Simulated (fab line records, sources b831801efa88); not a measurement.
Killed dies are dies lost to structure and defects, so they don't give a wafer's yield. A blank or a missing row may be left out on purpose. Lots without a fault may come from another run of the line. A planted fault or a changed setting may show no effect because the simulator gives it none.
Which tool did it? | flow sky130 | 24 lots, 72 wafers sampled, at 2 steps of a route of 708

WHAT THE GAUGES READ, wafer by wafer
SKY_FIELD_ISO_THK_MEAS_25.
lot  | measured    | on            | FIELD_ISO_CVD_24_THK (nm)
L074 | day 2 08:58 | film_metro-01 | 595 589 584
L075 | day 2 14:37 | film_metro-02 | 602 595 599
L076 | day 2 19:59 | film_metro-02 | 599 601 597
L077 | day 2 23:56 | film_metro-04 | 585 593 591
L078 | day 3 04:28 | film_metro-02 | 595 588 594
L079 | day 3 09:39 | film_metro-01 | 592 596 591
L080 | day 3 14:56 | film_metro-01 | 589 594 590
L081 | day 3 18:19 | film_metro-01 | 599 594 594
L082 | day 4 03:37 | film_metro-01 | 595 595 591
L083 | day 4 06:17 | film_metro-02 | 593 592 591
L084 | day 4 11:46 | film_metro-02 | 596 590 593
L085 | day 4 17:08 | film_metro-02 | 597 596 595
L086 | day 4 22:20 | film_metro-02 | 597 598 598
L087 | day 5 05:38 | film_metro-02 | 586 584 585
L088 | day 5 09:33 | film_metro-02 | 593 596 593
L089 | day 5 15:42 | film_metro-01 | 593 590 592
L090 | day 5 19:04 | film_metro-02 | 588 589 584
L091 | day 5 23:08 | film_metro-02 | 598 600 595
L092 | day 6 05:47 | film_metro-01 | 591 604 599
L093 | day 6 09:38 | film_metro-01 | 595 596 595
L094 | day 6 16:29 | film_metro-02 | 581 583 588
L095 | day 6 22:07 | film_metro-01 | 608 594 595
L096 | day 7 05:08 | film_metro-01 | 597 597 591
L097 | day 7 09:03 | film_metro-02 | 593 599 591

SKY_VT_ADJUST_HVTR_OVL_MEAS_08.
lot  | measured     | on         | VT_ADJUST_HVTR_OVL (nm)
L074 | day 9 14:04  | overlay-01 | 2.1 2.9 -0.1
L075 | day 10 00:30 | overlay-01 | -3.0 -3.8 -2.5
L076 | day 10 08:53 | overlay-02 | 1.3 -0.1 0.7
L077 | day 10 15:02 | overlay-01 | -0.6 -0.3 -0.7
L078 | day 10 20:10 | overlay-02 | -1.3 -0.8 0.0
L079 | day 11 03:22 | overlay-02 | 0.3 0.6 0.2
L080 | day 11 09:53 | overlay-02 | 2.1 1.4 1.7
L081 | day 11 16:13 | overlay-02 | -1.9 -3.0 -1.6
L082 | day 12 08:31 | overlay-02 | -0.5 -0.2 0.9
L083 | day 12 11:31 | overlay-02 | 2.0 2.1 2.5
L084 | day 12 20:19 | overlay-02 | 0.5 -0.9 -1.6
L085 | day 13 00:42 | overlay-02 | -0.2 -0.5 0.2
L086 | day 13 09:07 | overlay-01 | 0.6 -0.1 -0.3
L087 | day 13 17:40 | overlay-01 | 0.5 0.4 1.0
L088 | day 14 01:32 | overlay-02 | 2.0 1.1 1.1
L089 | day 14 07:07 | overlay-02 | 1.7 1.9 1.0
L090 | day 14 13:59 | overlay-01 | -0.7 0.6 -1.0
L091 | day 14 18:15 | overlay-02 | 1.7 0.6 1.0
L092 | day 15 04:51 | overlay-02 | -1.0 0.0 -1.2
L093 | day 15 16:41 | overlay-02 | -1.1 -1.3 -0.9
L094 | day 15 20:38 | overlay-02 | -1.8 1.6 -0.7
L095 | day 16 08:59 | overlay-02 | -0.4 -0.6 -1.0
L096 | day 16 16:01 | overlay-02 | -1.0 0.8 0.9
L097 | day 16 22:29 | overlay-02 | 0.9 2.7 1.3

WHICH TOOL RAN EACH LOT (tool, then ch and the chambers of the sampled wafers, then the start)
The record holds no process step before these readings.

WHAT THE TOOLS THEMSELVES READ (means of the sampled wafers that have a number; where no wafer has one, the mark that the record gives instead)
The record holds no such reading with a usual standard deviation.

THE ANSWER, worked out from the rows above alone
Rule: what is usual is taken from the lots themselves. Put in order of their means at a reading, lots are off if they are a third of the lots or fewer, leave a main group of 4 or more, and stand apart from it by a gap of 3 or more times the standard deviation of the main group's means; of several such gaps the widest counts. A main group whose means are all the same, to the digits that the tables above print for the reading, isn't used. A lot without any number at a reading at which 4 lots or more have one is off too. The other lots that the step has rows for count as sound. The gauges are gone through in route order, then the tools' own readings, and for those a lot's mean is taken as printed above. The first step at which some lot is off is used, and at that step the reading that is off furthest; a lot without a number counts as furthest.
No lot is off at any reading shown: from this, nothing can be told.

WHAT THE SIMULATOR HAD PUT IN
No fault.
